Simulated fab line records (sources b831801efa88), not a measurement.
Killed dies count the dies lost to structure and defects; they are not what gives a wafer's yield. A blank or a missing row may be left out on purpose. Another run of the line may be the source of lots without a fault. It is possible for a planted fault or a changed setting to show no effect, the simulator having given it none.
fab line records + flow sky130
record:
- lots: 6
- wafers: 18
- last_day: 50
route steps=708 shown LDD_LDN@289 PAD_OPEN@708
lots with no fault: from the same line, run without faults
start_h: hours from the record's first day to the start of the lot's first wafer shown + wait_h: hours since the lot's step before + " as in the row above + L1.1+2: a single row standing in for several wafers + - either no value or no given start + * or withheld: withheld + < > ~ a bound
route shown NAME@n: names a module that has steps shown in the file, with the first one's number in the route + usual: the fault-free wafers' mean and standard deviation + same: alike in all rows + chamber/n: place in a boat + sites: per-site readings + _std_site: their standard deviation + _edge_site: the outer-site mean with the inner-site mean subtracted + radius_mm: how far each site lies from the wafer's centre + mask NAME#n: copy n + behind: the tool/chamber that last shaped the wafer + hold: what put the lot on hold/how long, in hours/how the hold closed + device: transistor that didn't switch, given as n, p or np + end of line: tests run on the same wafers once the route is complete + a step given without rows: its recipe and nothing more + killed: the dies lost at the first sort to structure and to defects; this is not the yield of the wafer + map: the dies of a wafer, with x for killed, . for not killed, _ for no die there
set.NAME: setting as actually run; set.NAME@STEP: the setting as run at that earlier step + model.NAME: the simulator's own value behind a step, which no gauge read
certain route steps with their lots: each step a table, each wafer a row
services: a tool's chamber out of use, with start hour (start_h, from the record's first day; less than 0 if before it), hours out, and reason
== steps ==
step: SKY_LDD_LDN_DEHYDRATE_00
recipe:
- temp_c: 200
- time_s: 60
step: SKY_LDD_LDN_HMDS_01
recipe:
- prime_time_s: 60
- prime_temp_c: 120
step: SKY_LDD_LDN_COAT_02
recipe:
- resist: NOVOLAK
- spin_rpm: 3000
- resist_thk_nm: 1140
step: SKY_LDD_LDN_SOFTBAKE_03
recipe:
- temp_c: 90
- time_s: 60
- resist: NOVOLAK
step: SKY_LDD_LDN_EXPOSE_04
recipe:
- mask_id: LDNTM
- na: 0.6
- source_shape: conventional
- sigma_outer: 0.6
- polarization: unpolarized
- target_cd_nm: 700
- dose_mj: 140
step: SKY_LDD_LDN_PEB_05
recipe:
- temp_c: withheld
- time_s: *
- resist: NOVOLAK
step: SKY_LDD_LDN_DEVELOP_06
recipe:
- resist: NOVOLAK
- developer: TMAH
- develop_time_s: 60
- dev_temp_c: 23
step: SKY_LDD_LDN_OVL_MEAS_07
usual:
- LDD_LDN_OVL: 0.4/1.3
| lot.wafer | tool       | chamber | start_h | wait_h | LDD_LDN_OVL[nm] |
|-----------|------------|---------|---------|--------|-----------------|
| L424.2    | overlay-01 | -       | 559.04  | 0.1    | -1.4            |
| L424.4    | "          | -       | "       | "      | -0.5            |
| L424.5    | "          | -       | "       | "      | 0.3             |
| L432.1    | overlay-02 | -       | 643.18  | 0.1    | 0.1             |
| L432.5    | "          | -       | "       | "      | -0.2            |
| L432.6    | "          | -       | "       | "      | -0.5            |
| L436.1    | overlay-01 | -       | 658.78  | 0.1    | 0.2             |
| L436.5    | "          | -       | "       | "      | -0.5            |
| L436.6    | "          | -       | "       | "      | -2.3            |
| L441.2    | overlay-01 | -       | 687.84  | 0.1    | -0.8            |
| L441.4    | "          | -       | "       | "      | 0.1             |
| L441.5    | "          | -       | "       | "      | 2.5             |
| L442.1    | overlay-02 | -       | 698.78  | 0.1    | -0.9            |
| L442.2    | "          | -       | "       | "      | 0.2             |
| L442.3    | "          | -       | "       | "      | 0.9             |
| L445.2    | overlay-02 | -       | 720.47  | 0.1    | 0.5             |
| L445.3    | "          | -       | "       | "      | 0.6             |
| L445.6    | "          | -       | "       | "      | -0.2            |
step: SKY_LDD_LDN_IMPLANT_08
recipe:
- species: As
- energy_kev: 15
- dose_cm2: 1.25e+13
- tilt_deg: withheld
- rotation_deg: 23
step: SKY_LDD_LDN_IMPLANT_09
recipe:
- species: As
- energy_kev: 15
- dose_cm2: 1.25e+13
- tilt_deg: withheld
- rotation_deg: 113
step: SKY_LDD_LDN_IMPLANT_10
recipe:
- species: As
- energy_kev: 15
- dose_cm2: 1.25e+13
- tilt_deg: withheld
- rotation_deg: 203
step: SKY_LDD_LDN_IMPLANT_11
recipe:
- species: As
- energy_kev: 15
- dose_cm2: 1.25e+13
- tilt_deg: withheld
- rotation_deg: 293
step: SKY_LDD_LDN_STRIP_12
recipe:
- chemistry: O2/N2
- power_w: 1400
- pressure_mtorr: 1500
- platen_temp_c: withheld
- o2_flow_sccm: 3000
- n2_flow_sccm: 300
- overash_fraction: 0.5
usual:
- chamber_pressure_mTorr: 1500.0/1.3
- drypump_motor_current_A: 5.5/0.36
- o2_flow_sccm: 3001/8.5
- oes_product_au: 0.715/0.0044
- strip_time_to_endpoint_s: 14.19/0.046
| lot.wafer | tool            | chamber | start_h | wait_h | chamber_pressure_mTorr | drypump_motor_current_A | o2_flow_sccm | oes_product_au | rf_hours_counter_h | strip_time_to_endpoint_s | model.NOVOLAK_of_LDD_LDN_COAT_02.thk_nm |
|-----------|-----------------|---------|---------|--------|------------------------|-------------------------|--------------|----------------|--------------------|--------------------------|-----------------------------------------|
| L424.2    | plasma_asher-02 | 1       | 559.67  | 0.1    | 1501.9                 | 5.4                     | 2997         | 0.716          | 86                 | 14.27                    | 0                                       |
| L424.4    | "               | 0       | "       | "      | 1500.7                 | 6.4                     | 3004         | 0.716          | -                  | 14.21                    | 0                                       |
| L424.5    | "               | 0       | "       | "      | 1498.1                 | 6.4                     | 3003         | 0.713          | -                  | 14.26                    | 0                                       |
| L432.1    | plasma_asher-01 | 1       | 643.82  | 0.1    | 1500.2                 | 5.3                     | 3001         | 0.720          | 53                 | 14.17                    | 0                                       |
| L432.5    | "               | 1       | "       | "      | 1501.6                 | 5.3                     | 3000         | 0.713          | -                  | 14.16                    | 0                                       |
| L432.6    | "               | 0       | "       | "      | 1502.9                 | 5.4                     | 3001         | 0.714          | -                  | 14.20                    | 0                                       |
| L436.1    | plasma_asher-03 | 0       | 659.42  | 0.1    | 1498.6                 | 5.2                     | 3006         | 0.718          | 23                 | 14.14                    | 0                                       |
| L436.5    | "               | 0       | "       | "      | 1499.6                 | 5.3                     | 3008         | 0.719          | -                  | 14.17                    | 0                                       |
| L436.6    | "               | 1       | "       | "      | 1499.3                 | 5.4                     | 2988         | 0.711          | -                  | 14.18                    | 0                                       |
| L441.2    | plasma_asher-01 | 1       | 689.15  | 0.1    | -                      | -                       | -            | -              | -                  | -                        | 1137                                    |
| L441.4    | "               | 0       | "       | "      | -                      | -                       | -            | -              | -                  | -                        | 1139                                    |
| L441.5    | "               | 0       | "       | "      | -                      | -                       | -            | -              | -                  | -                        | 1134                                    |
| L442.1    | plasma_asher-02 | 0       | 699.42  | 0.1    | -                      | -                       | -            | -              | -                  | -                        | 1138                                    |
| L442.2    | "               | 1       | "       | "      | -                      | -                       | -            | -              | -                  | -                        | 1138                                    |
| L442.3    | "               | 1       | "       | "      | -                      | -                       | -            | -              | -                  | -                        | 1138                                    |
| L445.2    | plasma_asher-01 | 0       | 721.10  | 0.1    | 1499.0                 | 5.4                     | 2994         | 0.718          | 61                 | 14.18                    | 0                                       |
| L445.3    | "               | 1       | "       | "      | 1499.6                 | 5.3                     | 2988         | 0.715          | -                  | 14.18                    | 0                                       |
| L445.6    | "               | 0       | "       | "      | 1499.2                 | 5.4                     | 2995         | 0.711          | -                  | 14.19                    | 0                                       |
step: SKY_LDD_LDN_TW_MEAS_13
usual:
- LDD_LDN_TW: 1460/6.4
| lot.wafer | tool          | chamber | start_h | wait_h | LDD_LDN_TW |
|-----------|---------------|---------|---------|--------|------------|
| L424.2    | film_metro-03 | -       | 559.78  | 0.1    | 1455       |
| L424.4    | "             | -       | "       | "      | 1461       |
| L424.5    | "             | -       | "       | "      | 1457       |
| L432.1    | film_metro-04 | -       | 643.92  | 0.1    | 1458       |
| L432.5    | "             | -       | "       | "      | 1464       |
| L432.6    | "             | -       | "       | "      | 1475       |
| L436.1    | film_metro-03 | -       | 659.52  | 0.1    | 1461       |
| L436.5    | "             | -       | "       | "      | 1468       |
| L436.6    | "             | -       | "       | "      | 1463       |
| L441.2    | film_metro-02 | -       | 689.26  | 0.1    | 1454       |
| L441.4    | "             | -       | "       | "      | 1453       |
| L441.5    | "             | -       | "       | "      | 1454       |
| L442.1    | film_metro-04 | -       | 699.52  | 0.1    | 1467       |
| L442.2    | "             | -       | "       | "      | 1460       |
| L442.3    | "             | -       | "       | "      | 1460       |
| L445.2    | film_metro-03 | -       | 721.21  | 0.1    | 1454       |
| L445.3    | "             | -       | "       | "      | 1460       |
| L445.6    | "             | -       | "       | "      | 1460       |
step: SKY_PAD_OPEN_PROBE_99
usual:
- killed_at_M0_to_M3: 43/7.4
- killed_at_M4_up: 3.3/2
- killed_at_contacts: 24/5.4
- killed_at_front_end: 16/4.2
- killed_at_other: 0.3/0.61
- killed_dies: 87/9.4
- killed_on_rim: 17/3.8
- killed_open: 47/7.3
- killed_short: 40/6.7
same:
- gross_dies: 492
- killed_at_back_side: 0
| lot.wafer | tool      | chamber | start_h | wait_h | killed_at_M0_to_M3 | killed_at_M4_up | killed_at_contacts | killed_at_front_end | killed_at_other | killed_dies | killed_on_rim | killed_open | killed_short |
|-----------|-----------|---------|---------|--------|--------------------|-----------------|--------------------|---------------------|-----------------|-------------|---------------|-------------|--------------|
| L432.1    | prober-02 | -       | 1155.38 | 0.1    | 43                 | 1               | 28                 | 16                  | 0               | 88          | 16            | 48          | 40           |
| L432.5    | prober-02 | -       | 1155.58 | 0.2    | 32                 | 4               | 29                 | 12                  | 0               | 77          | 16            | 42          | 35           |
| L432.6    | prober-02 | -       | 1155.63 | 0.2    | 53                 | 3               | 22                 | 11                  | 0               | 89          | 17            | 46          | 43           |
| L436.1    | prober-02 | -       | 1167.03 | 0.1    | 53                 | 2               | 23                 | 23                  | 1               | 102         | 15            | 59          | 43           |
| L436.5    | prober-02 | -       | 1167.23 | 0.2    | 33                 | 4               | 32                 | 23                  | 1               | 93          | 17            | 41          | 50           |
| L436.6    | prober-02 | -       | 1167.28 | 0.2    | 39                 | 2               | 24                 | 21                  | 0               | 86          | 23            | 51          | 35           |
| L441.2    | prober-02 | -       | 1187.38 | 0.1    | 28                 | 4               | 29                 | 431                 | 0               | 492         | 96            | 45          | 26           |
| L441.4    | prober-02 | -       | 1187.48 | 0.2    | 38                 | 2               | 25                 | 427                 | 0               | 492         | 96            | 43          | 38           |
| L441.5    | prober-02 | -       | 1187.53 | 0.2    | 40                 | 3               | 23                 | 425                 | 1               | 492         | 96            | 43          | 36           |
| L442.1    | prober-01 | -       | 1192.03 | 0.1    | 47                 | 1               | 19                 | 425                 | 0               | 492         | 96            | 56          | 34           |
| L442.2    | prober-01 | -       | 1192.08 | 0.1    | 41                 | 5               | 23                 | 423                 | 0               | 492         | 96            | 49          | 37           |
| L442.3    | prober-01 | -       | 1192.13 | 0.2    | 39                 | 4               | 19                 | 430                 | 0               | 492         | 96            | 45          | 25           |
| L445.2    | prober-02 | -       | 1204.98 | 0.1    | 43                 | 7               | 29                 | 11                  | 0               | 90          | 18            | 47          | 43           |
| L445.3    | prober-02 | -       | 1205.03 | 0.2    | 46                 | 3               | 24                 | 16                  | 0               | 89          | 14            | 47          | 40           |
| L445.6    | prober-02 | -       | 1205.18 | 0.2    | 31                 | 2               | 29                 | 14                  | 0               | 76          | 12            | 36          | 38           |
killed by level:class
L432.1 VIA3:geometric_particle:open=10 LOCAL_INTERCONNECT:geometric_particle:short=9 VIA1:geometric_particle:open=9 FIELD_ISO:geometric_particle:short=7 LI_CONTACT:geometric_particle:open=7 CONTACT:geometric_particle:open=6 METAL2:geometric_particle:short=5 VIA2:geometric_particle:open=4
L432.5 CONTACT:geometric_particle:open=11 LI_CONTACT:geometric_particle:open=6 VIA3:geometric_particle:open=6 FIELD_ISO:geometric_particle:short=5 LI_CONTACT:geometric_particle:short=5 VIA2:geometric_particle:open=5 CONTACT:geometric_particle:short=4 METAL2:geometric_particle:short=4
L432.6 VIA1:geometric_particle:open=11 VIA2:geometric_particle:open=8 LI_CONTACT:geometric_particle:open=7 VIA1:geometric_particle:short=7 METAL2:geometric_particle:short=7 VIA3:geometric_particle:open=6 VIA3:geometric_particle:short=5 POLY_GATE:geometric_particle:open=4
L436.1 VIA1:geometric_particle:open=17 CONTACT:geometric_particle:open=11 POLY_GATE:geometric_particle:open=8 METAL3:geometric_particle:short=7 VIA1:geometric_particle:short=7 CONTACT:geometric_particle:short=6 POLY_GATE:geometric_particle:short=5 LI_CONTACT:geometric_particle:open=5
L436.5 CONTACT:geometric_particle:open=11 POLY_GATE:geometric_particle:short=9 VIA1:geometric_particle:open=8 LI_CONTACT:geometric_particle:open=7 LOCAL_INTERCONNECT:geometric_particle:short=7 METAL2:geometric_particle:short=6 FIELD_ISO:geometric_particle:short=5 CONTACT:geometric_particle:short=5
L436.6 LI_CONTACT:geometric_particle:open=12 VIA1:geometric_particle:open=10 POLY_GATE:geometric_particle:open=7 CONTACT:geometric_particle:open=6 FIELD_ISO:geometric_particle:short=5 CONTACT:geometric_particle:short=5 METAL2:geometric_particle:short=5 VIA3:geometric_particle:open=5
L441.2 SPACER:area_cvd=421 CONTACT:geometric_particle:open=13 VIA2:geometric_particle:open=10 VIA1:geometric_particle:open=6 LI_CONTACT:geometric_particle:open=6 LI_CONTACT:geometric_particle:short=5 VIA3:geometric_particle:open=4 FIELD_ISO:geometric_particle:short=3
L441.4 SPACER:area_cvd=411 CONTACT:geometric_particle:open=10 VIA3:geometric_particle:open=8 POLY_GATE:geometric_particle:open=6 CONTACT:geometric_particle:short=6 VIA1:geometric_particle:open=6 METAL2:geometric_particle:short=6 VIA3:geometric_particle:short=6
L441.5 SPACER:area_cvd=413 VIA1:geometric_particle:open=10 VIA2:geometric_particle:open=10 LOCAL_INTERCONNECT:geometric_particle:short=8 CONTACT:geometric_particle:open=8 FIELD_ISO:geometric_particle:short=4 VIA2:geometric_particle:short=4 VIA3:geometric_particle:open=4
L442.1 SPACER:area_cvd=402 VIA1:geometric_particle:open=15 VIA2:geometric_particle:open=8 CONTACT:geometric_particle:open=7 FIELD_ISO:geometric_particle:short=6 POLY_GATE:geometric_particle:open=6 VIA1:geometric_particle:short=6 FIELD_ISO:geometric_particle:open=5
L442.2 SPACER:area_cvd=406 VIA1:geometric_particle:open=8 VIA2:geometric_particle:open=7 CONTACT:geometric_particle:open=6 CONTACT:geometric_particle:short=6 METAL2:geometric_particle:short=6 POLY_GATE:geometric_particle:short=5 POLY_GATE:geometric_particle:open=5
L442.3 SPACER:area_cvd=422 VIA2:geometric_particle:open=10 CONTACT:geometric_particle:open=8 VIA1:geometric_particle:open=8 VIA3:geometric_particle:open=5 LI_CONTACT:geometric_particle:open=5 CONTACT:geometric_particle:short=4 VIA1:geometric_particle:short=3
L445.2 LI_CONTACT:geometric_particle:open=10 VIA1:geometric_particle:open=7 VIA1:geometric_particle:short=7 CONTACT:geometric_particle:open=6 METAL2:geometric_particle:short=6 LOCAL_INTERCONNECT:geometric_particle:short=5 METAL2:geometric_particle:open=5 METAL3:geometric_particle:short=5
L445.3 VIA3:geometric_particle:open=10 VIA1:geometric_particle:open=9 CONTACT:geometric_particle:open=9 METAL2:geometric_particle:short=7 METAL1:geometric_particle:short=7 CONTACT:geometric_particle:short=6 POLY_GATE:geometric_particle:short=5 LI_CONTACT:geometric_particle:open=4
L445.6 CONTACT:geometric_particle:open=8 VIA2:geometric_particle:open=8 CONTACT:geometric_particle:short=7 METAL1:geometric_particle:short=6 POLY_GATE:geometric_particle:open=5 LI_CONTACT:geometric_particle:short=5 LI_CONTACT:geometric_particle:open=5 VIA1:geometric_particle:open=4
map L441.2 (x killed, . not)
__________xxxxxxxxxx_________
________xxxxxxxxxxxxxx_______
______xxxxxxxxxxxxxxxxxx_____
_____xxxxxxxxxxxxxxxxxxxx____
____xxxxxxxxxxxxxxxxxxxxxx___
___xxxxxxxxxxxxxxxxxxxxxxxx__
__xxxxxxxxxxxxxxxxxxxxxxxxxx_
_xxxxxxxxxxxxxxxxxxxxxxxxxxxx
_xxxxxxxxxxxxxxxxxxxxxxxxxxxx
_xxxxxxxxxxxxxxxxxxxxxxxxxxxx
_xxxxxxxxxxxxxxxxxxxxxxxxxxxx
_xxxxxxxxxxxxxxxxxxxxxxxxxxxx
_xxxxxxxxxxxxxxxxxxxxxxxxxxxx
_xxxxxxxxxxxxxxxxxxxxxxxxxxxx
_xxxxxxxxxxxxxxxxxxxxxxxxxxxx
__xxxxxxxxxxxxxxxxxxxxxxxxxx_
___xxxxxxxxxxxxxxxxxxxxxxxx__
____xxxxxxxxxxxxxxxxxxxxxx___
_____xxxxxxxxxxxxxxxxxxxx____
______xxxxxxxxxxxxxxxxxx_____
________xxxxxxxxxxxxxx_______
__________xxxxxxxxxx_________
map L442.1 (x killed, . not)
__________xxxxxxxxxx_________
________xxxxxxxxxxxxxx_______
______xxxxxxxxxxxxxxxxxx_____
_____xxxxxxxxxxxxxxxxxxxx____
____xxxxxxxxxxxxxxxxxxxxxx___
___xxxxxxxxxxxxxxxxxxxxxxxx__
__xxxxxxxxxxxxxxxxxxxxxxxxxx_
_xxxxxxxxxxxxxxxxxxxxxxxxxxxx
_xxxxxxxxxxxxxxxxxxxxxxxxxxxx
_xxxxxxxxxxxxxxxxxxxxxxxxxxxx
_xxxxxxxxxxxxxxxxxxxxxxxxxxxx
_xxxxxxxxxxxxxxxxxxxxxxxxxxxx
_xxxxxxxxxxxxxxxxxxxxxxxxxxxx
_xxxxxxxxxxxxxxxxxxxxxxxxxxxx
_xxxxxxxxxxxxxxxxxxxxxxxxxxxx
__xxxxxxxxxxxxxxxxxxxxxxxxxx_
___xxxxxxxxxxxxxxxxxxxxxxxx__
____xxxxxxxxxxxxxxxxxxxxxx___
_____xxxxxxxxxxxxxxxxxxxx____
______xxxxxxxxxxxxxxxxxx_____
________xxxxxxxxxxxxxx_______
__________xxxxxxxxxx_________
== services ==
| tool            | chamber | start_h | hours | kind   |
|-----------------|---------|---------|-------|--------|
| plasma_asher-03 | -       | 611.41  | 1.9   | repair |
| plasma_asher-01 | -       | 618.65  | 1.5   | repair |
| plasma_asher-01 | -       | 665.34  | 1.1   | repair |
| plasma_asher-03 | -       | 719.11  | 4.5   | repair |
== key ==
first_sign:
- step: SKY_LDD_LDN_STRIP_12
- reading: tool_record
- direction: missing
effect:
- step: SKY_PAD_OPEN_PROBE_99
- reading: killed_at_front_end
- direction: up
- sigmas: 97
- usual: 16
- struck: 427
model_effect:
- step: SKY_LDD_LDN_STRIP_12
- value: NOVOLAK_of_LDD_LDN_COAT_02.thk_nm
- without: 0
- struck: 1137
more_kills_born_at:
- SKY_SPACER_CVD_00@lpcvd-02: 2475
met_at SKY_LDD_LDN_STRIP_12
struck_wafers L441.2,L441.4,L441.5,L442.1,L442.2,L442.3
later_rows_left_out L441.2,L441.4,L441.5,L442.1,L442.2,L442.3
tester_left_out L441,L442
onset_between 643.82 689.15
fault:
- kind: skipped_step_whole
- tool: plasma_asher-01,plasma_asher-02
- chamber: -
- onset_h: 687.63
- steps: SKY_LDD_LDN_STRIP_12
- scope: struck_lots_only
tester_left_out: of these lots the tester's yield and bins aren't shown, on N5 and GAA mostly nor the transistor test; their killed dies are dies lost to structure and defects alone, not to doping, threshold or leakage, so they don't give the yield
later_rows_left_out: the simulator's readings of these wafers behind a module that went badly wrong aren't trusted and aren't shown, but for the sort
